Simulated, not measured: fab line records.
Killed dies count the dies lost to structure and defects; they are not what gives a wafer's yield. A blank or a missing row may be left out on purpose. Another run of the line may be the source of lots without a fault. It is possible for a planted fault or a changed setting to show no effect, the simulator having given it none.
Which tool was responsible? || flow sky130 || 12 lots, 36 wafers sampled, at 5 steps of a route of 708

## WHAT THE GAUGES SHOWED, per wafer
SKY_SONOS_TUNNEL_OVL_MEAS_08.
{"lot": "L200", "measured": "day 11 06:37", "on": "overlay-02", "SONOS_TUNNEL_OVL (nm)": "-0.8 -1.6 -1.2"}
{"lot": "L203", "measured": "day 12 06:43", "on": "overlay-01", "SONOS_TUNNEL_OVL (nm)": "0.0 1.8 1.6"}
{"lot": "L204", "measured": "day 12 17:37", "on": "overlay-01", "SONOS_TUNNEL_OVL (nm)": "-0.1 -0.4 0.1"}
{"lot": "L207", "measured": "day 13 19:49", "on": "overlay-02", "SONOS_TUNNEL_OVL (nm)": "0.2 -0.6 -0.4"}
{"lot": "L208", "measured": "day 13 21:40", "on": "overlay-01", "SONOS_TUNNEL_OVL (nm)": "-1.0 -0.4 -2.9"}
{"lot": "L211", "measured": "day 15 03:16", "on": "overlay-02", "SONOS_TUNNEL_OVL (nm)": "-3.0 -2.7 -2.1"}
{"lot": "L212", "measured": "day 15 13:23", "on": "overlay-01", "SONOS_TUNNEL_OVL (nm)": "-1.2 -1.8 -1.1"}
{"lot": "L215", "measured": "day 16 04:07", "on": "overlay-02", "SONOS_TUNNEL_OVL (nm)": "-2.1 -1.4 -0.4"}
{"lot": "L216", "measured": "day 16 17:25", "on": "overlay-02", "SONOS_TUNNEL_OVL (nm)": "-1.8 0.1 -1.9"}
{"lot": "L218", "measured": "day 17 06:43", "on": "overlay-02", "SONOS_TUNNEL_OVL (nm)": "-1.6 -3.1 -1.9"}
{"lot": "L221", "measured": "day 18 12:02", "on": "overlay-01", "SONOS_TUNNEL_OVL (nm)": "-0.4 1.2 1.5"}
{"lot": "L222", "measured": "day 18 19:10", "on": "overlay-01", "SONOS_TUNNEL_OVL (nm)": "-2.1 -3.4 -3.1"}

SKY_LDD_P_TW_MEAS_11.
{"lot": "L200", "measured": "day 18 18:16", "on": "film-metro-03", "LDD_P_TW": "636 637 636"}
{"lot": "L203", "measured": "day 20 04:29", "on": "film-metro-01", "LDD_P_TW": "639 642 641"}
{"lot": "L204", "measured": "day 20 16:01", "on": "film-metro-02", "LDD_P_TW": "637 640 640"}
{"lot": "L207", "measured": "day 22 00:00", "on": "film-metro-02", "LDD_P_TW": "638 637 641"}
{"lot": "L208", "measured": "day 22 08:15", "on": "film-metro-02", "LDD_P_TW": "640 639 634"}
{"lot": "L211", "measured": "day 23 08:57", "on": "film-metro-03", "LDD_P_TW": "637 643 634"}
{"lot": "L212", "measured": "day 23 16:59", "on": "film-metro-03", "LDD_P_TW": "634 632 642"}
{"lot": "L215", "measured": "day 24 09:22", "on": "film-metro-03", "LDD_P_TW": "564 563 561 564 565 561"}
{"lot": "L216", "measured": "day 24 22:55", "on": "film-metro-03", "LDD_P_TW": "565 563 563 558 566 562"}
{"lot": "L218", "measured": "day 25 15:32", "on": "film-metro-02", "LDD_P_TW": "559 562 560 558 560 563"}
{"lot": "L221", "measured": "day 26 19:25", "on": "film-metro-01", "LDD_P_TW": "641 639 642"}
{"lot": "L222", "measured": "day 27 02:35", "on": "film-metro-01", "LDD_P_TW": "641 646 641"}

## EACH LOT AND THE TOOL THAT RAN IT (in order: tool; ch and the chambers of the sampled wafers; start)
{"lot": "L200", "SKY_SONOS_ONO_ETCH_15": "rie-diel-01 ch 0,3, day 12 12:15", "SKY_GATE_OXIDE_STRIP_13": "plasma-asher-04 ch 0,1, day 13 16:01", "SKY_LDD_P_IMPLANT_09": "implanter-01 ch 0, day 18 18:01"}
{"lot": "L203", "SKY_SONOS_ONO_ETCH_15": "rie-diel-02 ch 0,1, day 13 15:03", "SKY_GATE_OXIDE_STRIP_13": "plasma-asher-04 ch 0,1, day 14 19:16", "SKY_LDD_P_IMPLANT_09": "implanter-03 ch 0, day 20 04:14"}
{"lot": "L204", "SKY_SONOS_ONO_ETCH_15": "rie-diel-01 ch 0,1, day 14 01:30", "SKY_GATE_OXIDE_STRIP_13": "plasma-asher-03 ch 0,1, day 15 07:47", "SKY_LDD_P_IMPLANT_09": "implanter-01 ch 0, day 20 15:46"}
{"lot": "L207", "SKY_SONOS_ONO_ETCH_15": "rie-diel-01 ch 1,3, day 15 04:39", "SKY_GATE_OXIDE_STRIP_13": "plasma-asher-04 ch 0,1, day 16 11:56", "SKY_LDD_P_IMPLANT_09": "implanter-03 ch 0, day 21 23:45"}
{"lot": "L208", "SKY_SONOS_ONO_ETCH_15": "rie-diel-02 ch 0,1, day 15 10:01", "SKY_GATE_OXIDE_STRIP_13": "plasma-asher-03 ch 0,1, day 16 17:26", "SKY_LDD_P_IMPLANT_09": "implanter-01 ch 0, day 22 08:00"}
{"lot": "L211", "SKY_SONOS_ONO_ETCH_15": "rie-diel-02 ch 0,2,3, day 16 11:39", "SKY_GATE_OXIDE_STRIP_13": "plasma-asher-04 ch 0,1, day 17 18:51", "SKY_LDD_P_IMPLANT_09": "implanter-04 ch 0, day 23 08:42"}
{"lot": "L212", "SKY_SONOS_ONO_ETCH_15": "rie-diel-02 ch 0,2,3, day 17 00:22", "SKY_GATE_OXIDE_STRIP_13": "plasma-asher-02 ch 0,1, day 18 08:51", "SKY_LDD_P_IMPLANT_09": "implanter-03 ch 0, day 23 16:44"}
{"lot": "L215", "SKY_SONOS_ONO_ETCH_15": "rie-diel-01 ch 2,3, day 17 13:42", "SKY_GATE_OXIDE_STRIP_13": "plasma-asher-03 ch 0,1, day 18 22:56", "SKY_LDD_P_IMPLANT_09": "implanter-03 ch 0, day 24 09:08"}
{"lot": "L216", "SKY_SONOS_ONO_ETCH_15": "rie-diel-02 ch 0,1,3, day 18 03:30", "SKY_GATE_OXIDE_STRIP_13": "plasma-asher-03 ch 0,1, day 19 12:36", "SKY_LDD_P_IMPLANT_09": "implanter-03 ch 0, day 24 22:40"}
{"lot": "L218", "SKY_SONOS_ONO_ETCH_15": "rie-diel-03 ch 0,2,3, day 18 21:06", "SKY_GATE_OXIDE_STRIP_13": "plasma-asher-02 ch 0,1, day 20 06:23", "SKY_LDD_P_IMPLANT_09": "implanter-03 ch 0, day 25 15:17"}
{"lot": "L221", "SKY_SONOS_ONO_ETCH_15": "rie-diel-02 ch 0,3, day 20 03:45", "SKY_GATE_OXIDE_STRIP_13": "plasma-asher-04 ch 0,1, day 21 12:38", "SKY_LDD_P_IMPLANT_09": "implanter-04 ch 0, day 26 19:10"}
{"lot": "L222", "SKY_SONOS_ONO_ETCH_15": "rie-diel-02 ch 0,2,3, day 20 08:49", "SKY_GATE_OXIDE_STRIP_13": "plasma-asher-02 ch 0,1, day 21 18:08", "SKY_LDD_P_IMPLANT_09": "implanter-01 ch 0, day 27 02:20"}
- SKY_SONOS_ONO_ETCH_15: etches the open film in CHF3/O2, target depth 19.52 nm, time 7.8 s.
- SKY_GATE_OXIDE_STRIP_13: strips in O2/N2.
- SKY_LDD_P_IMPLANT_09

## AS READ BY THE TOOLS THEMSELVES (means over the sampled wafers that have a number; for cases with no such wafer, the mark the record gives instead)
SKY_SONOS_ONO_ETCH_15.
{"lot": "L200", "tool": "rie-diel-01", "drypump-motor-current-A (A)": 5.57, "oes-product-au (a.u.)": 0.995, "throttle-valve-pct (%)": 8.822}
{"lot": "L203", "tool": "rie-diel-02", "drypump-motor-current-A (A)": 5.60, "oes-product-au (a.u.)": 1.002, "throttle-valve-pct (%)": 8.823}
{"lot": "L204", "tool": "rie-diel-01", "drypump-motor-current-A (A)": 5.83, "oes-product-au (a.u.)": 0.987, "throttle-valve-pct (%)": 8.820}
{"lot": "L207", "tool": "rie-diel-01", "drypump-motor-current-A (A)": 5.53, "oes-product-au (a.u.)": 0.998, "throttle-valve-pct (%)": 8.820}
{"lot": "L208", "tool": "rie-diel-02", "drypump-motor-current-A (A)": 5.58, "oes-product-au (a.u.)": 1.000, "throttle-valve-pct (%)": 8.817}
{"lot": "L211", "tool": "rie-diel-02", "drypump-motor-current-A (A)": 5.92, "oes-product-au (a.u.)": 1.002, "throttle-valve-pct (%)": 8.820}
{"lot": "L212", "tool": "rie-diel-02", "drypump-motor-current-A (A)": 5.93, "oes-product-au (a.u.)": 0.995, "throttle-valve-pct (%)": 8.827}
{"lot": "L215", "tool": "rie-diel-01", "drypump-motor-current-A (A)": 5.90, "oes-product-au (a.u.)": 0.988, "throttle-valve-pct (%)": 8.821}
{"lot": "L216", "tool": "rie-diel-02", "drypump-motor-current-A (A)": 5.68, "oes-product-au (a.u.)": 0.989, "throttle-valve-pct (%)": 8.820}
{"lot": "L218", "tool": "rie-diel-03", "drypump-motor-current-A (A)": 5.75, "oes-product-au (a.u.)": 1.005, "throttle-valve-pct (%)": 8.821}
{"lot": "L221", "tool": "rie-diel-02", "drypump-motor-current-A (A)": 5.77, "oes-product-au (a.u.)": 1.010, "throttle-valve-pct (%)": 8.829}
{"lot": "L222", "tool": "rie-diel-02", "drypump-motor-current-A (A)": 5.92, "oes-product-au (a.u.)": 1.004, "throttle-valve-pct (%)": 8.821}

SKY_GATE_OXIDE_STRIP_13.
{"lot": "L200", "tool": "plasma-asher-04", "drypump-motor-current-A (A)": 5.7, "oes-product-au (a.u.)": 0.715, "strip-time-to-endpoint-s (s)": 14.20}
{"lot": "L203", "tool": "plasma-asher-04", "drypump-motor-current-A (A)": 5.7, "oes-product-au (a.u.)": 0.715, "strip-time-to-endpoint-s (s)": 14.15}
{"lot": "L204", "tool": "plasma-asher-03", "drypump-motor-current-A (A)": 5.2, "oes-product-au (a.u.)": 0.713, "strip-time-to-endpoint-s (s)": 14.16}
{"lot": "L207", "tool": "plasma-asher-04", "drypump-motor-current-A (A)": 5.5, "oes-product-au (a.u.)": 0.717, "strip-time-to-endpoint-s (s)": 14.17}
{"lot": "L208", "tool": "plasma-asher-03", "drypump-motor-current-A (A)": 5.2, "oes-product-au (a.u.)": 0.718, "strip-time-to-endpoint-s (s)": 14.21}
{"lot": "L211", "tool": "plasma-asher-04", "drypump-motor-current-A (A)": 5.5, "oes-product-au (a.u.)": 0.713, "strip-time-to-endpoint-s (s)": 14.22}
{"lot": "L212", "tool": "plasma-asher-02", "drypump-motor-current-A (A)": 6.0, "oes-product-au (a.u.)": 0.717, "strip-time-to-endpoint-s (s)": 14.19}
{"lot": "L215", "tool": "plasma-asher-03", "drypump-motor-current-A (A)": 5.5, "oes-product-au (a.u.)": 0.716, "strip-time-to-endpoint-s (s)": 14.19}
{"lot": "L216", "tool": "plasma-asher-03", "drypump-motor-current-A (A)": 5.4, "oes-product-au (a.u.)": 0.716, "strip-time-to-endpoint-s (s)": 14.12}
{"lot": "L218", "tool": "plasma-asher-02", "drypump-motor-current-A (A)": 5.9, "oes-product-au (a.u.)": 0.720, "strip-time-to-endpoint-s (s)": 14.20}
{"lot": "L221", "tool": "plasma-asher-04", "drypump-motor-current-A (A)": 5.7, "oes-product-au (a.u.)": 0.717, "strip-time-to-endpoint-s (s)": 14.23}
{"lot": "L222", "tool": "plasma-asher-02", "drypump-motor-current-A (A)": 6.0, "oes-product-au (a.u.)": 0.716, "strip-time-to-endpoint-s (s)": 14.15}

SKY_LDD_P_IMPLANT_09.
{"lot": "L200", "tool": "implanter-01", "faraday-current-uA": 56.1}
{"lot": "L203", "tool": "implanter-03", "faraday-current-uA": 55.2}
{"lot": "L204", "tool": "implanter-01", "faraday-current-uA": 56.8}
{"lot": "L207", "tool": "implanter-03", "faraday-current-uA": 57.1}
{"lot": "L208", "tool": "implanter-01", "faraday-current-uA": 56.4}
{"lot": "L211", "tool": "implanter-04", "faraday-current-uA": 56.3}
{"lot": "L212", "tool": "implanter-03", "faraday-current-uA": 56.3}
{"lot": "L215", "tool": "implanter-03", "faraday-current-uA": 57.2}
{"lot": "L216", "tool": "implanter-03", "faraday-current-uA": 55.9}
{"lot": "L218", "tool": "implanter-03", "faraday-current-uA": 55.7}
{"lot": "L221", "tool": "implanter-04", "faraday-current-uA": 57.1}
{"lot": "L222", "tool": "implanter-01", "faraday-current-uA": 55.3}

## THE ANSWER, worked out from the rows above alone
Rule: usual is defined by the lots themselves. The widest of any qualifying gaps counts: lots, ordered by their means at a reading, are off when they make up no more than a third of the lots, leave a main group of 4 or more, and stand apart from it by 3 or more times the standard deviation of that group's means. Not used: any main group whose means are identical at the precision the tables above print for the reading. A lot without any number at a reading at which 4 lots or more have one is off too. The other lots that the step has rows for count as sound. Order of review: gauges by route order, followed by the tools' own readings, for which a lot's mean as printed above is used. At the first step where some lot is off, the reading lying furthest off is the one used; lots without a number count as furthest.
Off: L215, L216, L218, at SKY_LDD_P_TW_MEAS_11 (LDD_P_TW). Mean 639 and standard deviation 2 in the main group.
If a tool, at a process step before that reading, ran all the lots that are off and no sound lot after the first of them, it fits. The gauges at SKY_LDD_P_TW_MEAS_11 are tried like those tools. One fits: implanter-03 at SKY_LDD_P_IMPLANT_09. Its last sound lot is L212 (day 23 16:44), its first lot that is off L215 (day 24 09:08): a fault that began between those two fits.

## WHAT THE SIMULATOR HAD PUT IN
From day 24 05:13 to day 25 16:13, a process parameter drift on implanter-03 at SKY_LDD_P_IMPLANT_09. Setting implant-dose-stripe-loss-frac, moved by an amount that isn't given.
Shown lots that were struck: L215, L216, L218. This agrees with what the rule above found.
